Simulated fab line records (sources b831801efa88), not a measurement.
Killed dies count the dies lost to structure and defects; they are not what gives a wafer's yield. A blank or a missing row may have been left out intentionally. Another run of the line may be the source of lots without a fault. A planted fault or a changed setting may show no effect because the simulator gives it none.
Struck lot and sound lot, side by side | flow sfq_line | 42 out of 325 route steps
Sound: the wafers L372.1, L372.3, L372.5. Struck: wafer L380.5 (L380.2, L380.4, from the same lot, were not struck and are left out); the cause is given at the end.
For every step that has rows: the tool of each side, followed by ch and its chambers, followed by its first start. Under that, the readings that differ: sound wafers | struck wafers | difference of the means | sigmas: that difference in standard deviations of wafers without a fault.
alike: a reading whose means differ by less than 2 such deviations, as well as words and numbers matching on both sides. not compared: withheld readings; readings where some wafer has no value; bounds like >300 that might hide an equal value; numbers whose values overlap and for which the record gives no deviation.
The two part at a step that has a row with sigmas, a row that says differs or no value, or rows on one side only. Numbers that don't overlap but have no deviation are shown without sigmas and don't part them. Lack of a reading on every wafer of one side parts them only where that side has two or more wafers.

first, 6 steps without rows for these wafers: SFQ_TRILAYER_I3_VIA_LITHO_COAT_090 (resist thk 62 nm); SFQ_TRILAYER_I3_VIA_LITHO_COAT_085 (resist thk 650 nm); SFQ_TRILAYER_I3_VIA_LITHO_SOFTBAKE_089; SFQ_TRILAYER_I3_VIA_LITHO_EXPOSE_086 (exposes mask I3, target cd 500 nm); SFQ_TRILAYER_I3_VIA_LITHO_PEB_088 (peb time 60 s); SFQ_TRILAYER_I3_VIA_LITHO_DEVELOP_087 (time 60 s).
SFQ_I3_OVL_MEAS_923:
  struck on overlay-02, day 54 13:50; sound on overlay-01, day 52 12:37
  reading     | sound     | struck | difference | sigmas
  I3_OVL (nm) | -11 -6 -7 | 4      | +12        | +3
SFQ_TRILAYER_I3_VIA_BARC_OPEN_VIA_ETCH_121: etches BARC in O2, target depth 125 nm, time 41.7 s.
  sound on rie_diel-02 ch 0,1,3, day 52 12:40; struck on rie_diel-04 ch 1, day 54 13:52
  reading               | sound             | struck | difference | sigmas
  oes_product_au (a.u.) | 0.682 0.693 0.683 | 0.697  | +0.011     | +2
  alike: drypump_motor_current_A
  not compared: rf_hours_counter_h
then, 4 steps without rows for these wafers: SFQ_TRILAYER_I3_VIA_ETCH_VIA_ETCH_088 (etches SiO2 in CHF3, stops on Nb, target depth 260 nm); SFQ_TRILAYER_I3_VIA_STRIP_STRIP_089 (strips in O2); SFQ_TRILAYER_I3_VIA_STRIP_SOLV_CLEAN_090 (cleans in NMP, time 600 s); SFQ_TRILAYER_M4_DEP_PRE_CLEAN_092 (time 22.5 s).
SFQ_TRILAYER_M4_DEP_SPUTTER_091: material Nb, target thk 200 nm, time 133.3 s.
  struck on pvd_sputter-04, day 54 14:49; sound on pvd_sputter-04, day 52 13:37
  reading                                             | sound                | struck | difference | sigmas
  cathode_dc_power_W (W)                              | 1999.2 2000.2 1999.6 | 2651.7 | +652.0     | +99 or more
  model.Nb_of_TRILAYER_M4_DEP_SPUTTER_091.thk_nm (nm) | 196.3 194.2 197.7    | 263    | +67        |
  alike: throttle_valve_pct
SFQ_M4_RS_MEAS_924: measurement is done with a four-point probe.
  struck on film_metro-04, day 54 14:55; sound on film_metro-04, day 52 13:42
  reading           | sound             | struck | difference | sigmas
  M4_NB_RS (ohm/sq) | 0.905 0.917 0.901 | 0.675  | -0.233     | -19
then, 6 steps without rows for these wafers: SFQ_TRILAYER_M4_LITHO_COAT_098 (resist thk 62 nm); SFQ_TRILAYER_M4_LITHO_COAT_093 (resist thk 600 nm); SFQ_TRILAYER_M4_LITHO_SOFTBAKE_097; SFQ_TRILAYER_M4_LITHO_EXPOSE_094 (exposes mask M4, target cd 500 nm); SFQ_TRILAYER_M4_LITHO_PEB_096 (peb time 60 s); SFQ_TRILAYER_M4_LITHO_DEVELOP_095 (time 60 s).
SFQ_M4_OVL_MEAS_926:
  struck on overlay-01, day 54 17:20; sound on overlay-02, day 52 23:32
  alike: M4_OVL
SFQ_TRILAYER_M4_BARC_OPEN_METAL_ETCH_123: etches BARC in O2, target depth 125 nm, time 41.7 s.
  sound on rie_metal-02 ch 1, day 52 23:35; struck on rie_metal-03 ch 1, day 54 17:22
  alike: drypump_motor_current_A, oes_product_au
  not compared: rf_hours_counter_h
SFQ_TRILAYER_M4_ETCH_METAL_ETCH_096: etches Nb in Cl2/Ar, stops on SiO2, target depth 240 nm, time 120 s.
  sound on rie_metal-02 ch 1, day 52 23:38; struck on rie_metal-03 ch 1, day 54 17:26
  reading               | sound             | struck | difference | sigmas
  oes_product_au (a.u.) | 0.887 0.875 0.889 | 1.006  | +0.122     | +15
  alike: drypump_motor_current_A
  not compared: rf_hours_counter_h
SFQ_TRILAYER_M4_STRIP_STRIP_097: strips in O2.
  sound on rie_metal-02 ch 1, day 52 23:46; struck on rie_metal-03 ch 1, day 54 17:33
  alike: drypump_motor_current_A, oes_product_au
  not compared: rf_hours_counter_h
then, 3 steps without rows for these wafers: SFQ_TRILAYER_M4_STRIP_SOLV_CLEAN_098 (cleans in NMP, time 600 s); SFQ_TRILAYER_I4_DEP_PECVD_099 (deposits SiO2 from SiH4/N2O, time 111.11 s, target thk 500 nm); SFQ_TRILAYER_I4_CMP_CMP_100 (polishes SiO2).
SFQ_I4_BOW_MEAS_927:
  struck on film_metro-04, day 54 21:26; sound on film_metro-01, day 53 12:10
  alike: I4_BOW
then, 7 steps without rows for these wafers: SFQ_TRILAYER_I4_METRO_MEASURE_101; SFQ_TRILAYER_I4_VIA_LITHO_COAT_108 (resist thk 62 nm); SFQ_TRILAYER_I4_VIA_LITHO_COAT_103 (resist thk 650 nm); SFQ_TRILAYER_I4_VIA_LITHO_SOFTBAKE_107; SFQ_TRILAYER_I4_VIA_LITHO_EXPOSE_104 (exposes mask I4, target cd 700 nm); SFQ_TRILAYER_I4_VIA_LITHO_PEB_106 (peb time 60 s); SFQ_TRILAYER_I4_VIA_LITHO_DEVELOP_105 (time 60 s).
-- the record jumps here: 5 days lie between the struck wafers' starts before and after --
SFQ_I4_OVL_MEAS_928:
  struck on overlay-01, day 60 05:29; sound on overlay-02, day 58 18:40
  reading     | sound       | struck | difference | sigmas
  I4_OVL (nm) | -12 -14 -14 | 2      | +15        | +3
SFQ_TRILAYER_I4_VIA_BARC_OPEN_VIA_ETCH_146: etches BARC in O2, target depth 125 nm, time 41.7 s.
  sound on rie_diel-01 ch 0,2,3, day 58 18:43; struck on rie_diel-04 ch 2, day 60 05:31
  alike: drypump_motor_current_A, oes_product_au
  not compared: rf_hours_counter_h
SFQ_TRILAYER_I4_VIA_ETCH_VIA_ETCH_106: etches SiO2 in CHF3, stops on Nb, target depth 260 nm.
  sound on rie_diel-01 ch 0,2,3, day 58 18:45; struck on rie_diel-04 ch 2, day 60 05:33
  alike: drypump_motor_current_A, oes_product_au
then, 3 steps without rows for these wafers: SFQ_TRILAYER_I4_VIA_STRIP_STRIP_107 (strips in O2); SFQ_TRILAYER_I4_VIA_STRIP_SOLV_CLEAN_108 (cleans in NMP, time 600 s); SFQ_TRILAYER_JJ_TRILAYER_DEP_PRE_CLEAN_113 (time 22.5 s).
-- the record jumps here: 26 days lie between the struck wafers' starts before and after --
SFQ_M8_BOW_MEAS_951:
  struck on film_metro-04, day 85 19:26; sound on film_metro-04, day 84 19:40
  reading                       | sound               | struck | difference | sigmas
  M8_BOW (um)                   | 5 -14 -7            | 23     | +28        | +2
  model.etest.m4.comb_log10_ohm | 12 12 12            | 0      | -12        |
  model.etest.m4.ohm_sq         | 0.9064 0.916 0.9001 | 0.6764 | -0.2311    |

## WHERE THEY PART
Earliest at SFQ_I3_OVL_MEAS_923; latest, in this record, at SFQ_M8_BOW_MEAS_951.

WHY: whatever the simulator had introduced
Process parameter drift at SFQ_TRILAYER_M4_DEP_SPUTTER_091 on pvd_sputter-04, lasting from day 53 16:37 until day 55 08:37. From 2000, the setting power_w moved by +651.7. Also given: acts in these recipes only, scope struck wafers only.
